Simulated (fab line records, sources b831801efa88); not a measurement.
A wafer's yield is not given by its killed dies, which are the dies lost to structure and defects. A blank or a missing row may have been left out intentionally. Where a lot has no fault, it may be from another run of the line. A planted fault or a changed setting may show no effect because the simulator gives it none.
fab line records + flow sky130
[record]
- lots = 12
- wafers = 36
- last_day = 50
route steps=708 shown VT_ADJUST_LVTN@105 VT_ADJUST_NCORE@130 SD_N@350 LI_CONTACT@386
lots with no fault: from the same line, run without faults
start_h: start of the lot's first displayed wafer, in hours after the record's first day + wait_h: hours since the lot's step before + " repeats the value in the row above + L1.1+2: a single row standing in for several wafers + - no value, or no start was given + * or withheld: withheld + < > ~ a bound
route shown NAME@n: names a module that has steps shown in the file, with the first one's number in the route + usual: the fault-free wafers' mean and standard deviation + same: alike in all rows + chamber/n: place in a boat + sites: each site's reading + _std_site: the values' standard deviation + _edge_site: outer sites' mean less inner sites' + radius_mm: how far each site lies from the wafer's centre + mask NAME#n: copy n + behind: the tool/chamber that last shaped the wafer + hold: why the lot went on hold/how many hours it stayed there/how the hold came to an end + device: the transistor (n, p or np) that didn't switch + end of line: the tests these same wafers got at the end of their route + a step given without rows: its recipe and nothing more + killed: count of dies lost to structure and defects at first sort (not the wafer's yield) + map: a wafer's dies, x killed, . not, _ none there
set.NAME: the setting that was run; set.NAME@STEP: the one run at that earlier step + model.NAME: the simulator's own value behind a step, which no gauge read
route steps across a sampled set of lots; one table per step, one row per wafer
services: the hour from which a tool's chamber was out of use, counted from the record's first day as start_h (under 0 if before that day), plus the number of hours and why
[[steps]]
[step SKY_VT_ADJUST_LVTN_IMPLANT_08]
[recipe]
- species = B
- energy_kev = 30
- dose_cm2 = 1.57e+12
- tilt_deg = withheld
[usual]
- dose_ions_cm2 = 1.5699e+12/1.7e+09
- end_station_pressure_torr = 5.02e-06/2.8e-07
- faraday_current_uA = 8.84/0.18
| lot.wafer | tool         | chamber | start_h | wait_h | dose_ions_cm2 | end_station_pressure_torr | faraday_current_uA |
|-----------|--------------|---------|---------|--------|---------------|---------------------------|--------------------|
| L904.2    | implanter-04 | 0       | 142.10  | 0.0    | 1.5695e+12    | 5.47e-06                  | 9.01               |
| L904.5    | "            | 0       | "       | "      | 1.5675e+12    | 5.1e-06                   | 8.73               |
| L904.6    | "            | 0       | "       | "      | 1.5703e+12    | 4.86e-06                  | 8.89               |
| L906.2    | implanter-01 | 0       | 155.52  | 0.0    | 1.5677e+12    | 5.05e-06                  | 8.72               |
| L906.3    | "            | 0       | "       | "      | 1.5681e+12    | 5.03e-06                  | 8.73               |
| L906.5    | "            | 0       | "       | "      | 1.5674e+12    | 5.59e-06                  | 9.17               |
| L908.2    | implanter-01 | 0       | 167.84  | 0.0    | 1.5708e+12    | 5.06e-06                  | 9.03               |
| L908.4    | "            | 0       | "       | "      | 1.5714e+12    | 4.72e-06                  | 8.96               |
| L908.6    | "            | 0       | "       | "      | 1.5708e+12    | 4.91e-06                  | 8.76               |
| L910.1    | implanter-01 | 0       | 178.98  | 0.0    | 1.5716e+12    | 4.25e-06                  | 9.20               |
| L910.2    | "            | 0       | "       | "      | 1.5697e+12    | 5.35e-06                  | 8.95               |
| L910.4    | "            | 0       | "       | "      | 1.5694e+12    | 4.91e-06                  | 8.96               |
| L911.1    | implanter-01 | 0       | 185.11  | 0.0    | 2.0275e+12    | 4.66e-06                  | 11.13              |
| L911.2    | "            | 0       | "       | "      | 2.0302e+12    | 5.55e-06                  | 11.30              |
| L911.5    | "            | 0       | "       | "      | 2.0284e+12    | 4.96e-06                  | 11.56              |
| L913.1    | implanter-02 | 0       | 198.10  | 0.0    | 1.5706e+12    | 4.97e-06                  | 8.60               |
| L913.3    | "            | 0       | "       | "      | 1.5728e+12    | 5.26e-06                  | 9.10               |
| L913.6    | "            | 0       | "       | "      | 1.5691e+12    | 4.68e-06                  | 8.82               |
| L916.3    | implanter-01 | 0       | 224.25  | 0.1    | 2.0318e+12    | 4.87e-06                  | 11.57              |
| L916.5    | "            | 0       | "       | "      | 2.0277e+12    | 5.29e-06                  | 11.63              |
| L916.6    | "            | 0       | "       | "      | 2.0334e+12    | 5.34e-06                  | 11.35              |
| L917.1    | implanter-02 | 0       | 233.30  | 0.0    | 1.5718e+12    | 5.37e-06                  | 8.49               |
| L917.5    | "            | 0       | "       | "      | 1.5707e+12    | 4.65e-06                  | 8.51               |
| L917.6    | "            | 0       | "       | "      | 1.5697e+12    | 5.2e-06                   | 8.61               |
| L923.3    | implanter-02 | 0       | 269.66  | 0.1    | 1.5695e+12    | 5.16e-06                  | 8.46               |
| L923.4    | "            | 0       | "       | "      | 1.5693e+12    | 4.82e-06                  | 8.81               |
| L923.6    | "            | 0       | "       | "      | 1.5702e+12    | 5.2e-06                   | 8.82               |
| L924.1    | implanter-02 | 0       | 275.94  | 0.0    | 1.5716e+12    | 5.21e-06                  | 8.69               |
| L924.5    | "            | 0       | "       | "      | 1.5702e+12    | 5.02e-06                  | 9.04               |
| L924.6    | "            | 0       | "       | "      | 1.5683e+12    | 4.94e-06                  | 9.10               |
| L925.1    | implanter-01 | 0       | 281.39  | 0.0    | 1.5692e+12    | 5.05e-06                  | 8.83               |
| L925.4    | "            | 0       | "       | "      | 1.5697e+12    | 5.11e-06                  | 8.44               |
| L925.5    | "            | 0       | "       | "      | 1.5718e+12    | 4.49e-06                  | 8.85               |
| L927.3    | implanter-04 | 0       | 292.56  | 0.1    | 1.5696e+12    | 4.98e-06                  | 8.78               |
| L927.5    | "            | 0       | "       | "      | 1.567e+12     | 4.47e-06                  | 8.93               |
| L927.6    | "            | 0       | "       | "      | 1.5702e+12    | 4.48e-06                  | 8.88               |
[step SKY_VT_ADJUST_LVTN_TW_MEAS_10]
[usual]
- VT_ADJUST_LVTN_TW = 244.0/1.7
| lot.wafer | tool          | chamber | start_h | wait_h | VT_ADJUST_LVTN_TW |
|-----------|---------------|---------|---------|--------|-------------------|
| L904.2    | film_metro-02 | -       | 142.34  | 0.1    | 247.1             |
| L904.5    | "             | -       | "       | "      | 246.1             |
| L904.6    | "             | -       | "       | "      | 246.5             |
| L906.2    | film_metro-03 | -       | 155.76  | 0.1    | 241.1             |
| L906.3    | "             | -       | "       | "      | 242.4             |
| L906.5    | "             | -       | "       | "      | 240.8             |
| L908.2    | film_metro-03 | -       | 168.07  | 0.1    | 241.5             |
| L908.4    | "             | -       | "       | "      | 240.5             |
| L908.6    | "             | -       | "       | "      | 242.1             |
| L910.1    | film_metro-01 | -       | 179.23  | 0.1    | 245.2             |
| L910.2    | "             | -       | "       | "      | 246.4             |
| L910.4    | "             | -       | "       | "      | 246.1             |
| L911.1    | film_metro-02 | -       | 185.36  | 0.1    | 264.2             |
| L911.2    | "             | -       | "       | "      | 264.8             |
| L911.5    | "             | -       | "       | "      | 264.0             |
| L913.1    | film_metro-01 | -       | 198.35  | 0.1    | 242.4             |
| L913.3    | "             | -       | "       | "      | 243.6             |
| L913.6    | "             | -       | "       | "      | 243.8             |
| L916.3    | film_metro-03 | -       | 224.47  | 0.1    | 261.6             |
| L916.5    | "             | -       | "       | "      | 260.9             |
| L916.6    | "             | -       | "       | "      | 260.8             |
| L917.1    | film_metro-02 | -       | 233.55  | 0.1    | 245.6             |
| L917.5    | "             | -       | "       | "      | 245.6             |
| L917.6    | "             | -       | "       | "      | 245.0             |
| L923.3    | film_metro-02 | -       | 269.88  | 0.1    | 244.8             |
| L923.4    | "             | -       | "       | "      | 246.0             |
| L923.6    | "             | -       | "       | "      | 245.4             |
| L924.1    | film_metro-03 | -       | 276.19  | 0.1    | 244.4             |
| L924.5    | "             | -       | "       | "      | 244.1             |
| L924.6    | "             | -       | "       | "      | 243.6             |
| L925.1    | film_metro-01 | -       | 281.64  | 0.1    | 245.1             |
| L925.4    | "             | -       | "       | "      | 243.7             |
| L925.5    | "             | -       | "       | "      | 243.4             |
| L927.3    | film_metro-02 | -       | 292.78  | 0.1    | 245.7             |
| L927.5    | "             | -       | "       | "      | 244.1             |
| L927.6    | "             | -       | "       | "      | 246.0             |
[step SKY_VT_ADJUST_NCORE_TW_MEAS_11]
[usual]
- VT_ADJUST_NCORE_TW = 220.1/1.7
| lot.wafer | tool          | chamber | start_h | wait_h | VT_ADJUST_NCORE_TW |
|-----------|---------------|---------|---------|--------|--------------------|
| L904.2    | film_metro-04 | -       | 182.53  | 0.1    | 218.9              |
| L904.5    | "             | -       | "       | "      | 218.1              |
| L904.6    | "             | -       | "       | "      | 217.9              |
| L906.2    | film_metro-03 | -       | 196.97  | 0.1    | 218.0              |
| L906.3    | "             | -       | "       | "      | 218.2              |
| L906.5    | "             | -       | "       | "      | 217.8              |
| L908.2    | film_metro-04 | -       | 209.78  | 0.1    | 218.3              |
| L908.4    | "             | -       | "       | "      | 219.0              |
| L908.6    | "             | -       | "       | "      | 219.7              |
| L910.1    | film_metro-01 | -       | 223.11  | 0.1    | 221.7              |
| L910.2    | "             | -       | "       | "      | 222.4              |
| L910.4    | "             | -       | "       | "      | 222.8              |
| L911.1    | film_metro-04 | -       | 229.53  | 0.1    | 218.2              |
| L911.2    | "             | -       | "       | "      | 219.3              |
| L911.5    | "             | -       | "       | "      | 219.4              |
| L913.1    | film_metro-04 | -       | 243.57  | 0.1    | 219.5              |
| L913.3    | "             | -       | "       | "      | 219.7              |
| L913.6    | "             | -       | "       | "      | 219.5              |
| L916.3    | film_metro-03 | -       | 272.23  | 0.1    | 221.6              |
| L916.5    | "             | -       | "       | "      | 222.4              |
| L916.6    | "             | -       | "       | "      | 222.0              |
| L917.1    | film_metro-01 | -       | 282.26  | 0.1    | 223.4              |
| L917.5    | "             | -       | "       | "      | 223.6              |
| L917.6    | "             | -       | "       | "      | 222.5              |
| L923.3    | film_metro-01 | -       | 321.65  | 0.1    | 221.4              |
| L923.4    | "             | -       | "       | "      | 220.9              |
| L923.6    | "             | -       | "       | "      | 222.3              |
| L924.1    | film_metro-03 | -       | 327.63  | 0.1    | 218.7              |
| L924.5    | "             | -       | "       | "      | 217.4              |
| L924.6    | "             | -       | "       | "      | 216.4              |
| L925.1    | film_metro-04 | -       | 334.46  | 0.1    | 218.5              |
| L925.4    | "             | -       | "       | "      | 217.7              |
| L925.5    | "             | -       | "       | "      | 217.4              |
| L927.3    | film_metro-04 | -       | 346.38  | 0.1    | 219.5              |
| L927.5    | "             | -       | "       | "      | 218.1              |
| L927.6    | "             | -       | "       | "      | 218.4              |
[step SKY_SD_N_OVL_MEAS_08]
[usual]
- SD_N_OVL = -0.1/1.2
| lot.wafer | tool       | chamber | start_h | wait_h | SD_N_OVL[nm] |
|-----------|------------|---------|---------|--------|--------------|
| L904.2    | overlay-01 | -       | 645.45  | 0.1    | -0.5         |
| L904.5    | "          | -       | "       | "      | -1.8         |
| L904.6    | "          | -       | "       | "      | -3.0         |
| L906.2    | overlay-02 | -       | 667.18  | 0.1    | -1.7         |
| L906.3    | "          | -       | "       | "      | -1.2         |
| L906.5    | "          | -       | "       | "      | -1.9         |
| L908.2    | overlay-01 | -       | 680.13  | 0.1    | -1.7         |
| L908.4    | "          | -       | "       | "      | -2.2         |
| L908.6    | "          | -       | "       | "      | -1.7         |
| L910.1    | overlay-01 | -       | 698.59  | 0.1    | -1.3         |
| L910.2    | "          | -       | "       | "      | 1.7          |
| L910.4    | "          | -       | "       | "      | 0.0          |
| L911.1    | overlay-01 | -       | 704.87  | 0.1    | 1.1          |
| L911.2    | "          | -       | "       | "      | 0.9          |
| L911.5    | "          | -       | "       | "      | 2.2          |
| L913.1    | overlay-02 | -       | 722.17  | 0.1    | 0.0          |
| L913.3    | "          | -       | "       | "      | -1.4         |
| L913.6    | "          | -       | "       | "      | 1.1          |
| L916.3    | overlay-01 | -       | 752.49  | 0.1    | -0.3         |
| L916.5    | "          | -       | "       | "      | 0.8          |
| L916.6    | "          | -       | "       | "      | 2.0          |
| L917.1    | overlay-01 | -       | 759.92  | 0.1    | -0.4         |
| L917.5    | "          | -       | "       | "      | 2.3          |
| L917.6    | "          | -       | "       | "      | -0.9         |
| L923.3    | overlay-02 | -       | 801.70  | 0.1    | -1.6         |
| L923.4    | "          | -       | "       | "      | 0.9          |
| L923.6    | "          | -       | "       | "      | 0.2          |
| L924.1    | overlay-02 | -       | 808.37  | 0.1    | -1.2         |
| L924.5    | "          | -       | "       | "      | -1.3         |
| L924.6    | "          | -       | "       | "      | -1.5         |
| L925.1    | overlay-01 | -       | 812.98  | 0.1    | 0.8          |
| L925.4    | "          | -       | "       | "      | 2.5          |
| L925.5    | "          | -       | "       | "      | 2.5          |
| L927.3    | overlay-01 | -       | 824.69  | 0.1    | -0.8         |
| L927.5    | "          | -       | "       | "      | -0.8         |
| L927.6    | "          | -       | "       | "      | 1.2          |
[step SKY_LI_CONTACT_CMP_24]
[recipe]
- stop_on = PSG
- t_overpolish_s = 20
- down_force_psi = 3.5
- platen_rpm = 60
- target_thk_nm = 0
- pad_velocity_m_s = 0.94248
[usual]
- motor_current_A = 12.2/1.2
- overpolish_run_s = 19.998/0.0081
- time_to_endpoint_s = 98/4
| lot.wafer | tool   | chamber | start_h | wait_h | motor_current_A | overpolish_run_s | time_to_endpoint_s |
|-----------|--------|---------|---------|--------|-----------------|------------------|--------------------|
| L904.2    | cmp-02 | 1       | 675.94  | 0.1    | 12.3            | 20.002           | 94                 |
| L904.5    | "      | 0       | "       | "      | 12.5            | 19.993           | 97                 |
| L904.6    | "      | 1       | "       | "      | 12.6            | 19.995           | 101                |
| L906.3    | cmp-02 | 2       | 698.18  | 0.1    | 13.5            | 20.009           | 102                |
| L906.2    | "      | 3       | "       | "      | 13.0            | 20.012           | 104                |
| L906.5    | "      | 2       | "       | "      | 12.9            | 19.996           | 104                |
| L908.2    | cmp-02 | 2       | 710.41  | 0.1    | 12.9            | 20.004           | 99                 |
| L908.4    | "      | 3       | "       | "      | 12.9            | 19.990           | 106                |
| L908.6    | "      | 2       | "       | "      | 13.2            | 19.996           | 99                 |
| L910.4    | cmp-01 | 3       | 729.58  | 0.1    | 10.2            | 20.000           | 97                 |
| L910.1    | "      | 0       | "       | "      | 11.3            | 20.005           | 96                 |
| L910.2    | "      | 1       | "       | "      | 11.4            | 19.998           | 95                 |
| L911.2    | cmp-01 | 3       | 734.76  | 0.0    | 10.0            | 19.986           | 92                 |
| L911.1    | "      | 0       | "       | "      | 10.9            | 19.992           | 101                |
| L911.5    | "      | 0       | "       | "      | 11.5            | 20.000           | 100                |
| L913.3    | cmp-01 | 0       | 752.41  | 0.0    | 11.2            | 19.995           | 99                 |
| L913.1    | "      | 1       | "       | "      | 11.7            | 19.999           | 93                 |
| L913.6    | "      | 1       | "       | "      | 11.1            | 19.991           | 92                 |
| L916.3    | cmp-01 | 2       | 781.84  | 0.2    | 13.8            | 19.986           | 99                 |
| L916.6    | "      | 3       | "       | "      | 10.2            | 20.007           | 95                 |
| L916.5    | "      | 0       | "       | "      | 11.3            | 20.001           | 102                |
| L917.1    | cmp-01 | 0       | 789.49  | 0.1    | 11.2            | 20.009           | 99                 |
| L917.5    | "      | 0       | "       | "      | 11.7            | 19.999           | 103                |
| L917.6    | "      | 1       | "       | "      | 11.5            | 19.986           | 98                 |
| L923.4    | cmp-02 | 2       | 831.39  | 0.0    | 13.1            | 19.981           | 92                 |
| L923.3    | "      | 0       | "       | "      | 13.1            | 19.987           | 94                 |
| L923.6    | "      | 2       | "       | "      | 13.3            | 19.996           | 95                 |
| L924.1    | cmp-01 | 3       | 837.92  | 0.2    | 10.2            | 19.990           | 100                |
| L924.6    | "      | 3       | "       | "      | 10.1            | 19.995           | 97                 |
| L924.5    | "      | 0       | "       | "      | 11.6            | 20.003           | 103                |
| L925.4    | cmp-01 | 3       | 841.79  | 0.1    | 11.1            | 20.004           | 96                 |
| L925.1    | "      | 0       | "       | "      | 11.2            | 19.987           | 95                 |
| L925.5    | "      | 2       | "       | "      | 12.7            | 20.000           | 101                |
| L927.3    | cmp-02 | 1       | 853.77  | 0.1    | 12.2            | 20.010           | 96                 |
| L927.5    | "      | 0       | "       | "      | 13.0            | 20.003           | 98                 |
| L927.6    | "      | 1       | "       | "      | 11.7            | 19.999           | 95                 |
[[services]]
| tool         | chamber | start_h | hours | kind   |
|--------------|---------|---------|-------|--------|
| cmp-01       | -       | 143.17  | 5.9   | repair |
| cmp-01       | -       | 143.65  | 1.0   | repair |
| implanter-01 | -       | 144.19  | 8.0   | repair |
| cmp-01       | -       | 174.49  | 5.3   | pm     |
| cmp-01       | -       | 191.03  | 6.1   | repair |
| cmp-01       | -       | 233.22  | 4.0   | pm     |
| cmp-01       | -       | 274.94  | 0.4   | repair |
| implanter-01 | -       | 276.90  | 2.2   | repair |
| cmp-01       | -       | 296.72  | 8.4   | repair |
| cmp-01       | -       | 317.59  | 0.5   | repair |
| cmp-01       | -       | 335.87  | 2.0   | repair |
| cmp-01       | -       | 369.14  | 12.8  | pm     |
| cmp-01       | -       | 390.97  | 6.7   | repair |
| cmp-01       | -       | 392.97  | 0.5   | repair |
| cmp-01       | -       | 447.61  | 3.8   | repair |
| cmp-01       | -       | 499.20  | 2.4   | repair |
| cmp-01       | -       | 531.20  | 2.2   | repair |
| cmp-01       | -       | 535.11  | 1.3   | repair |
| cmp-01       | -       | 543.49  | 5.4   | pm     |
| cmp-01       | -       | 573.25  | 4.0   | pm     |
| cmp-01       | -       | 581.01  | 6.0   | pm     |
| cmp-01       | -       | 588.94  | 4.3   | repair |
| cmp-01       | -       | 592.13  | 2.1   | repair |
| cmp-01       | -       | 772.80  | 0.2   | repair |
[[key]]
[first_sign]
- step = SKY_VT_ADJUST_LVTN_IMPLANT_08
- reading = dose_ions_cm2
- direction = up
- sigmas = 99+
- usual = *
- struck = *
[effect]
- step = SKY_VT_ADJUST_LVTN_IMPLANT_08
- reading = faraday_current_uA
- direction = up
- sigmas = 14
- usual = 8.84
- struck = 11.42
[effect]
- step = SKY_VT_ADJUST_LVTN_TW_MEAS_10
- reading = VT_ADJUST_LVTN_TW
- direction = up
- sigmas = 11
- usual = 244.0
- struck = 262.7
met_at SKY_VT_ADJUST_LVTN_IMPLANT_08
struck_lots L911,L916
tester_left_out L911,L916
not_acting_at SKY_VT_ADJUST_NCORE_TW_MEAS_11,SKY_SD_N_OVL_MEAS_08,SKY_LI_CONTACT_CMP_24
onset_between 178.98 185.11
[fault]
- kind = process_parameter_drift
- tool = implanter-01
- chamber = -
- onset_h = 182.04
- steps = SKY_VT_ADJUST_LVTN_IMPLANT_08
- channel = dose_cm2
- offset = *
- shape = step
- end_h = 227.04
- acts_in = *
- stated = *
// tester_left_out: of these lots the tester's yield and bins aren't shown, on N5 and GAA mostly nor the transistor test; their killed dies are dies lost to structure and defects alone, not to doping, threshold or leakage, so they don't give the yield
